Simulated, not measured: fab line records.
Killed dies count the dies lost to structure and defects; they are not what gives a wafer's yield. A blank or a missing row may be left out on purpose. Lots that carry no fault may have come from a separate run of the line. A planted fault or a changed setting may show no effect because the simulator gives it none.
Comparing a struck lot with a sound one :: flow gf180mcu :: 43 out of 602 route steps
Sound: the wafers L551.2, L551.4, L551.5. Wafers struck: L561.1, L561.2, L561.3. Last of all comes the cause.
For every step that has rows: the tool of each side, followed by ch and its chambers, followed by its first start. Under that, the readings that differ: sound wafers :: struck wafers :: difference of the means :: sigmas: that difference in standard deviations of wafers without a fault.
alike: readings with means less than 2 such deviations apart, plus words and numbers identical on both sides. not compared: withheld readings, readings lacking a value on some wafer, bounds such as >300 that could conceal the same value, and numbers that have no deviation in the record and whose values overlap.
Wherever a step has rows on one side only, a row that says differs or no value, or a row with sigmas, the two part there. Non-overlapping numbers with no deviation appear without sigmas and do not part them. A reading missing from all wafers of one side parts the sides only when that side holds two or more wafers.

first, 2 steps without rows for these wafers: GF_DNWELL_DEVELOP_06 (develop time 60 s); GF_DNWELL_IMPLANT_07.
GF_DNWELL_STRIP_08: strips in O2/N2.
  sound on plasma-asher-02 ch 0,1, day 3 16:13; struck on plasma-asher-01 ch 0,1, day 5 20:55
  alike: chamber-pressure-mTorr, drypump-motor-current-A, heater-power-w, oes-product-au, strip-time-to-endpoint-s
  not compared: rf-hours-counter-h
GF_DNWELL_TW_MEAS_09:
  struck on film-metro-02, day 5 21:01; sound on film-metro-04, day 3 16:20
  alike: DNWELL_TW
then, 7 steps without rows for these wafers: GF_NWELL_DEHYDRATE_00 (time 60 s); GF_NWELL_HMDS_01 (prime time 60 s); GF_NWELL_COAT_02 (resist thk 3000 nm); GF_NWELL_SOFTBAKE_03; GF_NWELL_EXPOSE_04 (exposes mask Nwell, target cd 860 nm); GF_NWELL_PEB_05; GF_NWELL_DEVELOP_06 (develop time 60 s).
GF_NWELL_OVL_MEAS_07:
  struck on overlay-01, day 6 12:08; sound on overlay-02, day 4 05:38
  alike: NWELL_OVL
GF_NWELL_IMPLANT_08:
  sound on implanter-01 ch 0, day 4 05:42; struck on implanter-01 ch 0, day 6 12:10
reading: dose-ions-cm2
sound: 1.4984e+13 1.4981e+13 1.4988e+13
struck: 7.044e+12 7.031e+12 7.049e+12
difference: -7.943e+12
sigmas: -99 or more

reading: faraday-current-uA
sound: 86.0 83.0 86.2
struck: 41.1 40.6 39.1
difference: -44.8
sigmas: -30
  alike: beam-energy-keV
then, 1 step without rows for these wafers: GF_NWELL_IMPLANT_09.
GF_NWELL_STRIP_10: strips in O2/N2.
  sound on plasma-asher-04 ch 0,1, day 4 05:58; struck on plasma-asher-01 ch 0,1, day 6 12:28
reading: strip-time-to-endpoint-s (s)
sound: 37.34 37.35 37.38
struck: 37.58 37.52 37.57
difference: +0.20
sigmas: +2
  alike: chamber-pressure-mTorr, drypump-motor-current-A, heater-power-w, oes-product-au
  not compared: rf-hours-counter-h
GF_NWELL_TW_MEAS_11:
  struck on film-metro-02, day 6 12:48; sound on film-metro-01, day 4 06:05
reading: NWELL_TW
sound: 1565 1569 1585
struck: 1317 1312 1313
difference: -259
sigmas: -26
  not compared: hold
then, 6 steps without rows for these wafers: GF_LVPWELL_HMDS_01 (prime time 60 s); GF_LVPWELL_COAT_02 (resist thk 3000 nm); GF_LVPWELL_SOFTBAKE_03; GF_LVPWELL_EXPOSE_04 (exposes mask LVPWELL, target cd 600 nm); GF_LVPWELL_PEB_05; GF_LVPWELL_DEVELOP_06 (develop time 60 s).
GF_LVPWELL_OVL_MEAS_07:
  struck on overlay-02, day 7 03:41; sound on overlay-01, day 4 19:35
  alike: LVPWELL_OVL
then, 2 steps without rows for these wafers: GF_LVPWELL_IMPLANT_08; GF_LVPWELL_IMPLANT_09.
GF_LVPWELL_STRIP_10: strips in O2/N2.
  sound on plasma-asher-03 ch 0,1, day 4 19:55; struck on plasma-asher-02 ch 0,1, day 7 04:01
reading: strip-time-to-endpoint-s (s)
sound: 36.85 36.94 36.90
struck: 37.06 37.00 37.19
difference: +0.19
sigmas: +2
  alike: chamber-pressure-mTorr, drypump-motor-current-A, heater-power-w, oes-product-au
  not compared: rf-hours-counter-h
GF_LVPWELL_TW_MEAS_11:
  struck on film-metro-01, day 7 04:07; sound on film-metro-01, day 4 20:02
  alike: LVPWELL_TW
then, 7 steps without rows for these wafers: GF_MVSD_DEHYDRATE_00 (time 60 s); GF_MVSD_HMDS_01 (prime time 60 s); GF_MVSD_COAT_02 (resist thk 3000 nm); GF_MVSD_SOFTBAKE_03; GF_MVSD_EXPOSE_04 (exposes mask MVSD, target cd 1000 nm); GF_MVSD_PEB_05; GF_MVSD_DEVELOP_06 (develop time 61.22 s).
GF_MVSD_OVL_MEAS_07:
  struck on overlay-02, day 7 19:53; sound on overlay-02, day 5 10:14
  alike: MVSD_OVL
then, 2 steps without rows for these wafers: GF_MVSD_IMPLANT_08; GF_MVSD_IMPLANT_09.
GF_MVSD_STRIP_10: strips in O2/N2.
  sound on plasma-asher-01 ch 0, day 5 10:34; struck on plasma-asher-02 ch 0,1, day 7 20:13
reading: strip-time-to-endpoint-s (s)
sound: 36.99 37.08 37.04
struck: 36.73 36.83 36.73
difference: -0.27
sigmas: -3
  alike: chamber-pressure-mTorr, drypump-motor-current-A, heater-power-w, oes-product-au
  not compared: rf-hours-counter-h
GF_MVSD_TW_MEAS_11:
  struck on film-metro-04, day 7 20:19; sound on film-metro-04, day 5 10:40
  alike: MVSD_TW
then, 2 steps without rows for these wafers: GF_MVPSD_DEHYDRATE_00 (time 60 s); GF_MVPSD_HMDS_01 (prime time 60 s).
-- the record jumps here: 4 days lie between the struck wafers' starts before and after --
GF_VT_IMPLANT_RS_MEAS_47: measurement is done with a four-point probe.
  struck on film-metro-02, day 11 12:10; sound on film-metro-01, day 8 17:37
reading: NWELL_RS (ohm/sq)
sound: 489.2 489.0 486.7
struck: 726.2 725.6 723.9
difference: +236.9
sigmas: +99 or more
  not compared: hold
GF_PASSIVATION_PROBE_99:
  the record holds rows for the sound wafers here (prober-02, day 30 12:10) but none for the struck ones

WHERE THEY PART
First at GF_NWELL_IMPLANT_08; last, within this record, at GF_PASSIVATION_PROBE_99.

WHY: what had been put in by the simulator
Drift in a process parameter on implanter-01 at GF_NWELL_IMPLANT_08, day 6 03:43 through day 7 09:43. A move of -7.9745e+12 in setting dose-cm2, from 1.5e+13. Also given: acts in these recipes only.
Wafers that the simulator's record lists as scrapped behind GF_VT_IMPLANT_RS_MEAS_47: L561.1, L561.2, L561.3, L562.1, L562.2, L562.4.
